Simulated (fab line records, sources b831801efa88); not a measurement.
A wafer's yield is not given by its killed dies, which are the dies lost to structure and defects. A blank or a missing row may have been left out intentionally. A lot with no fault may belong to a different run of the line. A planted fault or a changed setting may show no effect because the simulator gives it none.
Which of the tools did it?    flow sky130    Sampling: 12 lots, 36 wafers, 5 of 708 route steps

WHAT EACH GAUGE READ, for each wafer
SKY_LI_CONTACT_RS_MEAS_22: a four-point-probe measurement.
lot   measured      on             LI_CONTACT_W_RS (ohm/sq)
L366  day 28 22:52  film_metro-04  0.2849 0.2841 0.2856
L367  day 29 08:46  film_metro-01  0.2868 0.2858 0.2852
L368  day 29 20:26  film_metro-01  0.2848 0.2836 0.2848
L370  day 30 15:51  film_metro-01  0.2842 0.2863 0.2888
L371  day 31 06:48  film_metro-03  0.2849 0.2819 0.2846
L372  day 31 19:31  film_metro-04  0.2884 0.2749 0.2873
L374  day 31 22:48  film_metro-03  0.2726 0.2883 0.2717
L383  day 34 23:07  film_metro-03  0.2863 0.2808 0.2825
L384  day 35 18:51  film_metro-04  0.2828 0.2833 0.2811
L385  day 35 22:09  film_metro-01  0.2797 0.2813 0.2815
L388  day 36 13:12  film_metro-04  0.2810 0.2812 0.2800
L389  day 36 16:05  film_metro-04  0.2857 0.2891 0.2861

SKY_LOCAL_INTERCONNECT_THK_MEAS_02: measures by xrf.
lot   measured      on             LOCAL_INTERCONNECT_TIN_THK (nm)
L366  day 28 23:31  film_metro-02  98.0 98.7 98.1
L367  day 29 09:26  film_metro-01  98.2 99.5 98.8
L368  day 29 21:06  film_metro-02  98.0 97.6 97.1
L370  day 30 16:29  film_metro-02  100.2 99.9 99.5
L371  day 31 07:28  film_metro-03  100.0 99.6 100.6
L372  day 31 20:10  film_metro-03  99.3 99.0 98.9
L374  day 31 23:28  film_metro-03  99.8 98.7 99.1
L383  day 34 23:46  film_metro-03  98.5 98.7 98.8
L384  day 35 19:29  film_metro-02  98.0 99.1 98.4
L385  day 35 22:49  film_metro-01  99.0 99.3 98.9
L388  day 36 13:51  film_metro-03  98.7 98.4 97.1
L389  day 36 16:44  film_metro-02  99.9 100.2 99.7

EACH LOT AND THE TOOL THAT RAN IT (in order: tool; ch and the chambers of the sampled wafers; start)
lot   SKY_LI_CONTACT_ETCH_14              SKY_LI_CONTACT_CVD_21          SKY_LI_CONTACT_CMP_24
L366  rie_diel-02 ch 0,2,3, day 28 22:10  cvd_w-02 ch 0, day 28 22:43    cmp-02 ch 0,2,3, day 28 23:07
L367  rie_diel-03 ch 1,2,3, day 29 08:04  cvd_w-01 ch 0,1, day 29 08:39  cmp-01 ch 1,2,3, day 29 09:00
L368  rie_diel-03 ch 2,3, day 29 19:46    cvd_w-02 ch 0,1, day 29 20:19  cmp-02 ch 1,2, day 29 20:37
L370  rie_diel-03 ch 0,1,2, day 30 15:07  cvd_w-01 ch 0,1, day 30 15:43  cmp-01 ch 2,3, day 30 15:59
L371  rie_diel-01 ch 1,2,3, day 31 06:07  cvd_w-01 ch 0,1, day 31 06:40  cmp-02 ch 0,1,3, day 31 06:59
L372  rie_diel-02 ch 0,2,3, day 31 18:49  cvd_w-01 ch 0,1, day 31 19:22  cmp-01 ch 1,2,3, day 31 19:43
L374  rie_diel-03 ch 0,1,2, day 31 22:07  cvd_w-01 ch 0,1, day 31 22:40  cmp-02 ch 0,1,3, day 31 22:59
L383  rie_diel-01 ch 0,1,2, day 34 22:25  cvd_w-02 ch 0,1, day 34 22:58  cmp-02 ch 1,3, day 34 23:20
L384  rie_diel-01 ch 0,2,3, day 35 18:08  cvd_w-01 ch 0,1, day 35 18:44  cmp-02 ch 2,3, day 35 18:59
L385  rie_diel-01 ch 0, day 35 21:22      cvd_w-02 ch 0,1, day 35 22:01  cmp-01 ch 0,2,3, day 35 22:20
L388  rie_diel-01 ch 0,1, day 36 12:30    cvd_w-01 ch 0,1, day 36 13:04  cmp-01 ch 1,2,3, day 36 13:22
L389  rie_diel-02 ch 0,3, day 36 15:23    cvd_w-01 ch 0,1, day 36 15:56  cmp-01 ch 2,3, day 36 16:14
- SKY_LI_CONTACT_ETCH_14: etches BARC in N2/H2, stops on SiO2, time 45.9 s, target depth 60 nm.
- SKY_LI_CONTACT_CVD_21: deposits W, target thk 400 nm, time 120.56 s.
- SKY_LI_CONTACT_CMP_24: polishes, stops on PSG, t overpolish 20 s, target thk 0 nm.

WHAT THE TOOLS THEMSELVES READ (means of the sampled wafers that have a number; where no wafer has one, the mark that the record gives instead)
SKY_LI_CONTACT_ETCH_14.
lot   tool         drypump_motor_current_A (A)  oes_product_au (a.u.)  throttle_valve_pct (%)
L366  rie_diel-02  5.7                          0.853                  13.218
L367  rie_diel-03  5.5                          0.860                  13.221
L368  rie_diel-03  5.0                          0.857                  13.226
L370  rie_diel-03  5.5                          0.854                  13.222
L371  rie_diel-01  5.7                          0.849                  13.235
L372  rie_diel-02  5.7                          0.855                  13.229
L374  rie_diel-03  5.6                          0.858                  13.226
L383  rie_diel-01  5.9                          0.859                  13.228
L384  rie_diel-01  5.4                          0.852                  13.227
L385  rie_diel-01  5.9                          0.860                  13.231
L388  rie_diel-01  6.2                          0.852                  13.225
L389  rie_diel-02  5.9                          0.858                  13.216

SKY_LI_CONTACT_CVD_21.
lot   tool      heater_power_w (W)
L366  cvd_w-02  862
L367  cvd_w-01  766
L368  cvd_w-02  844
L370  cvd_w-01  858
L371  cvd_w-01  771
L372  cvd_w-01  852
L374  cvd_w-01  783
L383  cvd_w-02  814
L384  cvd_w-01  768
L385  cvd_w-02  839
L388  cvd_w-01  785
L389  cvd_w-01  784

SKY_LI_CONTACT_CMP_24.
lot   tool    head_pressure_psi (psi)  motor_current_A (A)  overpolish_run_s (s)  time_to_endpoint_s (s)
L366  cmp-02  3.504                    11.0                 20.009                98
L367  cmp-01  3.497                    11.6                 20.002                95
L368  cmp-02  3.499                    10.6                 19.993                103
L370  cmp-01  3.501                    12.5                 20.000                96
L371  cmp-02  3.504                    10.5                 19.999                95
L372  cmp-01  3.508                    11.9                 20.000                98
L374  cmp-02  3.497                    10.4                 20.000                99
L383  cmp-02  3.509                    11.2                 19.998                99
L384  cmp-02  3.498                    11.5                 20.003                98
L385  cmp-01  3.501                    11.4                 20.006                100
L388  cmp-01  3.502                    11.6                 20.004                96
L389  cmp-01  3.501                    12.5                 20.005                91

THE ANSWER, worked out from the rows above alone
Rule: the lots themselves supply what counts as usual. Put in order of their means at a reading, lots are off if they are a third of the lots or fewer, leave a main group of 4 or more, and stand apart from it by a gap of 3 or more times the standard deviation of the main group's means; of several such gaps the widest counts. A main group whose means are all the same, to the digits that the tables above print for the reading, isn't used. Also off: a lot with no number at a reading for which 4 or more lots have one. All remaining lots with rows at the step are treated as sound. After the gauges, taken in route order, come the tools' own readings; for these a lot's mean is taken, as printed above. At the first step where some lot is off, the reading lying furthest off is the one used; lots without a number count as furthest.
No lot is off at any reading shown: from this, nothing can be told.

WHAT THE SIMULATOR PUT IN
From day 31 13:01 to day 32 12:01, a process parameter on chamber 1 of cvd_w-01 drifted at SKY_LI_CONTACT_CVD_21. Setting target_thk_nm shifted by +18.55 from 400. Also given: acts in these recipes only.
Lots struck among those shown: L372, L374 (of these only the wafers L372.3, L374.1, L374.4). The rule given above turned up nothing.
